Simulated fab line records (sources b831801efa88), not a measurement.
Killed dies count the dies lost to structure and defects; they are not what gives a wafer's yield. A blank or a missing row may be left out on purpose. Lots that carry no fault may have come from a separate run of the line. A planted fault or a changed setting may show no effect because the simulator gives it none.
Which of the tools did it?    flow sky130    12 lots, 36 wafers sampled, at 5 steps of a route of 708

WHAT THE GAUGES SHOWED, per wafer
SKY_FIELD_ISO_THK_MEAS_23.
lot   measured     on            FIELD_ISO_OXIDATION_01_THK (nm)
L631  day 2 10:06  filmMetro-03  10.29 10.12 10.17
L633  day 2 17:10  filmMetro-03  9.84 9.82 9.96
L632  day 2 19:51  filmMetro-03  9.83 9.81 9.98
L634  day 3 00:41  filmMetro-02  10.01 10.31 10.02
L636  day 3 09:55  filmMetro-02  10.20 10.25 10.10
L637  day 3 14:41  filmMetro-02  9.88 9.99 9.93
L638  day 3 23:39  filmMetro-03  10.08 10.04 10.13
L639  day 4 02:20  filmMetro-03  10.05 10.02 10.19
L640  day 4 07:02  filmMetro-04  10.14 9.96 10.01
L646  day 5 14:41  filmMetro-04  9.72 9.80 9.92
L651  day 6 15:58  filmMetro-02  9.91 9.92 10.05
L652  day 6 21:27  filmMetro-02  10.03 10.15 10.16

SKY_SONOS_TUNNEL_TW_MEAS_12.
lot   measured      on            SONOS_TUNNEL_TW
L631  day 11 21:06  filmMetro-03  200.1 199.4 199.2
L633  day 12 09:05  filmMetro-04  197.9 197.9 197.1
L632  day 12 10:46  filmMetro-03  198.8 199.2 198.3
L634  day 12 19:47  filmMetro-04  196.0 196.7 197.1
L636  day 13 11:29  filmMetro-01  194.4 196.2 195.8
L637  day 13 16:38  filmMetro-04  197.7 197.8 197.7
L638  day 14 04:28  filmMetro-04  196.8 197.8 197.2
L639  day 14 06:16  filmMetro-04  196.2 197.3 196.7
L640  day 14 16:31  filmMetro-04  196.4 197.3 195.3
L646  day 16 20:01  filmMetro-01  198.2 198.0 196.9
L651  day 18 08:32  filmMetro-04  197.9 198.3 198.7
L652  day 18 20:50  filmMetro-04  198.0 197.9 198.9

SKY_SONOS_ONO_THK_MEAS_05.
lot   measured      on            SONOS_ONO_CVD_04_THK (nm)
L631  day 12 07:13  filmMetro-04  5.70 5.73 5.79
L633  day 12 16:58  filmMetro-04  5.83 5.56 5.72
L632  day 12 16:58  filmMetro-02  5.89 5.80 5.91
L634  day 13 02:59  filmMetro-04  5.75 5.81 5.69
L636  day 13 17:10  filmMetro-03  5.93 5.87 5.77
L637  day 13 23:13  filmMetro-03  5.97 6.01 5.99
L638  day 14 10:41  filmMetro-02  5.83 5.78 5.83
L639  day 14 11:56  filmMetro-02  5.81 5.90 5.77
L640  day 14 21:15  filmMetro-04  5.61 5.71 5.62
L646  day 17 00:27  filmMetro-03  6.00 5.96 5.96
L651  day 18 16:25  filmMetro-02  5.96 5.96 5.93
L652  day 19 02:43  filmMetro-03  5.89 5.80 5.78

SKY_VIA3_CD_MEAS_12 targets a cd of 200 nm.
lot   measured      on        cdNm (nm)
L631  day 40 21:10  cdSem-02  200.1 198.1 197.7
L633  day 41 07:14  cdSem-02  197.8 199.3 197.8
L632  day 41 05:47  cdSem-01  200.9 200.5 200.6
L634  day 41 13:45  cdSem-01  202.3 202.1 203.4
L636  day 41 23:59  cdSem-01  200.8 198.9 202.6
L637  day 42 03:28  cdSem-02  200.3 202.5 202.2
L638  day 42 16:55  cdSem-02  198.7 199.9 197.3
L639  day 42 17:52  cdSem-02  198.1 197.8 199.3
L640  day 43 00:59  cdSem-01  203.5 201.5 203.9
L646  day 44 23:25  cdSem-01  202.3 102.0 200.2 202.2 102.3 201.0
L651  day 46 00:32  cdSem-01  200.1 200.2 199.7
L652  day 46 09:56  cdSem-02  199.7 200.1 199.2

WHICH TOOL RAN EACH LOT (tool, then ch and the chambers of the sampled wafers, then the start)
lot   SKY_VIA3_EXPOSE_09
L631  krfScanner-01 ch 0, day 40 08:10
L633  krfScanner-01 ch 0, day 40 20:13
L632  krfScanner-01 ch 0, day 40 17:55
L634  krfScanner-01 ch 0, day 41 01:27
L636  krfScanner-02 ch 0, day 41 11:49
L637  krfScanner-01 ch 0, day 41 16:26
L638  krfScanner-01 ch 0, day 42 04:43
L639  krfScanner-01 ch 0, day 42 05:49
L640  krfScanner-01 ch 0, day 42 13:19
L646  krfScanner-01 ch 0, day 44 11:25
L651  krfScanner-02 ch 0, day 45 13:20
L652  krfScanner-02 ch 0, day 45 23:25
- SKY_VIA3_EXPOSE_09: exposes mask VIM3, target cd 200 nm.

AS READ BY THE TOOLS THEMSELVES (means over the sampled wafers that have a number; for cases with no such wafer, the mark the record gives instead)
The record holds no such reading with a usual standard deviation.

THE ANSWER, worked out from the rows above alone
Rule: the usual values come from the lots themselves. Put in order of their means at a reading, lots are off if they are a third of the lots or fewer, leave a main group of 4 or more, and stand apart from it by a gap of 3 or more times the standard deviation of the main group's means; of several such gaps the widest counts. A main group is skipped when, at the precision printed for the reading in the tables above, its means are all equal. Also off: a lot with no number at a reading for which 4 or more lots have one. All remaining lots with rows at the step are treated as sound. After the gauges, taken in route order, come the tools' own readings; for these a lot's mean is taken, as printed above. At the first step where some lot is off, the reading lying furthest off is the one used; lots without a number count as furthest.
Off: L646 (SKY_VIA3_CD_MEAS_12, cdNm). The main group: mean 200.2 nm, standard deviation 1.6.
A tool fits if, at a process step before that reading, it ran every lot that is off, and no sound lot after the first of them. The gauges at SKY_VIA3_CD_MEAS_12 are tried like those tools. One fits: krfScanner-01 at SKY_VIA3_EXPOSE_09. A fault onset in the window from L640 (day 42 13:19, its last sound lot) to L646 (day 44 11:25, its first lot off) fits.

WHAT THE SIMULATOR HAD PUT IN
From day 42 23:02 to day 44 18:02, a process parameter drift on krfScanner-01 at SKY_VIA3_EXPOSE_09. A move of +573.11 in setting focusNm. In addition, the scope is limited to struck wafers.
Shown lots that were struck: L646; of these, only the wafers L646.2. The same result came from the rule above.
